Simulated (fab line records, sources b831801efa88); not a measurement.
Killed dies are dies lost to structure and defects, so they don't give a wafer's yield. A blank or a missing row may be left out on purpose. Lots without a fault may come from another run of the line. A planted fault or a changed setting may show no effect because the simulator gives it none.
Which tool did it? | flow sky130 | 12 lots, 36 wafers sampled, at 2 steps of a route of 708

WHAT THE GAUGES READ, wafer by wafer
SKY_VIA2_OVL_MEAS_13.
lot  | measured     | on         | VIA2_OVL (nm)
L075 | day 36 16:04 | overlay-02 | 8 3 4
L077 | day 37 12:02 | overlay-01 | 4 -2 -1
L079 | day 37 21:35 | overlay-01 | 3 3 7
L081 | day 38 12:16 | overlay-02 | 10 3 6
L083 | day 39 02:14 | overlay-02 | 10 16 7
L085 | day 39 20:07 | overlay-02 | 0 -7 -2
L087 | day 40 10:19 | overlay-02 | 7 -1 13
L089 | day 41 05:14 | overlay-01 | 3 -2 -4
L091 | day 41 16:59 | overlay-01 | 8 3 12
L093 | day 42 01:55 | overlay-02 | 12 4 14
L095 | day 42 14:58 | overlay-01 | 10 3 7
L097 | day 43 15:31 | overlay-01 | 1 -6 -1

WHICH TOOL RAN EACH LOT (tool, then ch and the chambers of the sampled wafers, then the start)
lot  | SKY_CONTACT_STRIP_19
L075 | plasma_asher-02 ch 0,1, day 31 22:52
L077 | plasma_asher-03 ch 0, day 32 19:49
L079 | plasma_asher-01 ch 0,1, day 33 05:14
L081 | plasma_asher-03 ch 0,1, day 33 21:51
L083 | plasma_asher-02 ch 0,1, day 34 11:57
L085 | plasma_asher-02 ch 0,1, day 35 06:10
L087 | plasma_asher-02 ch 0,1, day 35 22:12
L089 | plasma_asher-01 ch 0,1, day 36 17:13
L091 | plasma_asher-03 ch 0,1, day 37 06:29
L093 | plasma_asher-01 ch 0,1, day 37 17:24
L095 | plasma_asher-03 ch 0,1, day 38 08:34
L097 | plasma_asher-02 ch 0,1, day 39 09:20
- SKY_CONTACT_STRIP_19: strips in O2/N2.

THE ANSWER, worked out from the rows above alone
Rule: what is usual is taken from the lots themselves. Put in order of their means at a reading, lots are off if they are a third of the lots or fewer, leave a main group of 4 or more, and stand apart from it by a gap of 3 or more times the standard deviation of the main group's means; of several such gaps the widest counts. A main group whose means are all the same, to the digits that the tables above print for the reading, isn't used. A lot without any number at a reading at which 4 lots or more have one is off too. The other lots that the step has rows for count as sound.
No lot is off at any reading shown: from this, nothing can be told.

WHAT THE SIMULATOR HAD PUT IN
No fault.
